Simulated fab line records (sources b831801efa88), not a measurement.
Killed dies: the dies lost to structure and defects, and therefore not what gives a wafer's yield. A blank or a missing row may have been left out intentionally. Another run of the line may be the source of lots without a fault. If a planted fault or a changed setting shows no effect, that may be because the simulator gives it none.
Struck lot and sound lot, side by side | flow sky130 | 19 out of 708 route steps
Sound: wafers L569.2, L569.4, L569.5. The struck wafers were L570.1, L570.2, L570.4. The cause is given at the end.
Each step with rows lists, per side, the tool, then ch with its chambers, then its first start. Under that, the readings that differ: sound wafers | struck wafers | difference of the means | sigmas: that difference in standard deviations of wafers without a fault.
alike: readings with means less than 2 such deviations apart, plus words and numbers identical on both sides. not compared: withheld readings, readings lacking a value on some wafer, bounds such as >300 that could conceal the same value, and numbers that have no deviation in the record and whose values overlap.
The two part at a step that has a row with sigmas, a row that says differs or no value, or rows on one side only. When numbers do not overlap yet have no deviation, they are printed without sigmas and do not part them. A reading that every wafer of one side lacks parts them only if that side has two wafers or more.

SKY_VIA1_ETCH_15: etches SiO2 in C4F8/O2/Ar, stops on TiN, target depth 351 nm, time 54 s.
  sound on rie-diel-04 ch 1,2,3, day 35 11:15; struck on rie-diel-04 ch 0,2,3, day 35 22:10
  alike: chamber-pressure-mTorr, oes-product-au
  not compared: rf-hours-counter-h
then, 5 steps without rows for these wafers: SKY_VIA1_STRIP_16 (strips in O2/N2); SKY_VIA1_STRIP_17 (strips in post etch residue remover, time 1200 s); SKY_VIA1_CLEAN_18 (cleans in IPA, time 180 s); SKY_VIA1_CLEAN_19 (cleans in O3/DIW); SKY_VIA1_SPUTTER_20 (material TiN, target thk 20 nm, time 80 s).
SKY_VIA1_CVD_21: deposits W, target thk 270 nm, time 80.902 s.
  sound on cvd-w-01 ch 0,1, day 35 11:57; struck on cvd-w-01 ch 0,1, day 35 22:55
  alike: heater-power-w
SKY_VIA1_RS_MEAS_22: measures by four-point-probe.
  sound on film-metro-02, day 35 12:04; struck on film-metro-03, day 35 23:01
  alike: VIA1_W_RS
SKY_VIA1_THK_MEAS_23: measures by xrf.
  sound on film-metro-02, day 35 12:10; struck on film-metro-03, day 35 23:08
  alike: VIA1_W_THK
SKY_VIA1_CMP_24: polishes, stops on SiO2, t overpolish 15 s, target thk 0 nm.
  sound on cmp-01 ch 0,1,3, day 35 12:13; struck on cmp-02 ch 1,2,3, day 35 23:12
  alike: motor-current-A, overpolish-run-s, retaining-ring-pressure-frac, slurry-flow-ml-min, time-to-endpoint-s
then, 1 step without rows for these wafers: SKY_METAL2_SPUTTER_00 (material Ti, target thk 15 nm, time 10 s).
SKY_METAL2_SPUTTER_01: material TiN, target thk 20 nm, time 16.7 s.
  sound on pvd-sputter-04, day 35 12:32; struck on pvd-sputter-02, day 35 23:31
  alike: cathode-dc-power-W, chamber-pressure-pa, throttle-valve-pct
SKY_METAL2_SPUTTER_02: material AlCu, target thk 250 nm, time 13.3 s.
  sound on pvd-sputter-04, day 35 12:34; struck on pvd-sputter-02, day 35 23:33
  no value came back on the struck wafers for cathode-dc-power-W (W), chamber-pressure-pa (Pa), throttle-valve-pct (%), time-s (s); on the sound wafers cathode-dc-power-W (W) reads 10602 10600 10600
then, 1 step without rows for these wafers: SKY_METAL2_SPUTTER_03 (material Ti, target thk 5 nm, time 3.3 s).
SKY_METAL2_SPUTTER_04: material TiN, target thk 70 nm, time 58.3 s.
  sound on pvd-sputter-04, day 35 12:37; struck on pvd-sputter-02, day 35 23:35
  alike: cathode-dc-power-W, chamber-pressure-pa, throttle-valve-pct
SKY_METAL2_RS_MEAS_05: measures by four-point-probe.
  sound on film-metro-02, day 35 12:41; struck on film-metro-02, day 35 23:38
  reading                 | sound                | struck               | difference | sigmas
  METAL2_ALCU_RS (ohm/sq) | 0.1271 0.1270 0.1268 | 8.6896 8.6496 8.5813 | +8.5132    | +99 or more
SKY_METAL2_THK_MEAS_06: measures by xrf.
  sound on film-metro-02, day 35 12:47; struck on film-metro-02, day 35 23:46
  reading              | sound       | struck   | difference | sigmas
  METAL2_ALCU_THK (nm) | 252 254 255 | <0 <0 <0 | differs    |
then, 1 step without rows for these wafers: SKY_METAL2_DEHYDRATE_07 (time 60 s).
-- the record jumps here: 11 days lie between the struck wafers' starts before and after (it left off in module METAL2 and takes up again in module PAD_OPEN, whose first step shown is number 708 of the route) --
SKY_PAD_OPEN_PROBE_99:
  record: rows for the struck wafers here (prober-02, day 47 06:35), none for the sound ones

## WHERE THEY PART
At SKY_METAL2_SPUTTER_02 first; at SKY_PAD_OPEN_PROBE_99 last (within this record only).

WHY: whatever the simulator had introduced
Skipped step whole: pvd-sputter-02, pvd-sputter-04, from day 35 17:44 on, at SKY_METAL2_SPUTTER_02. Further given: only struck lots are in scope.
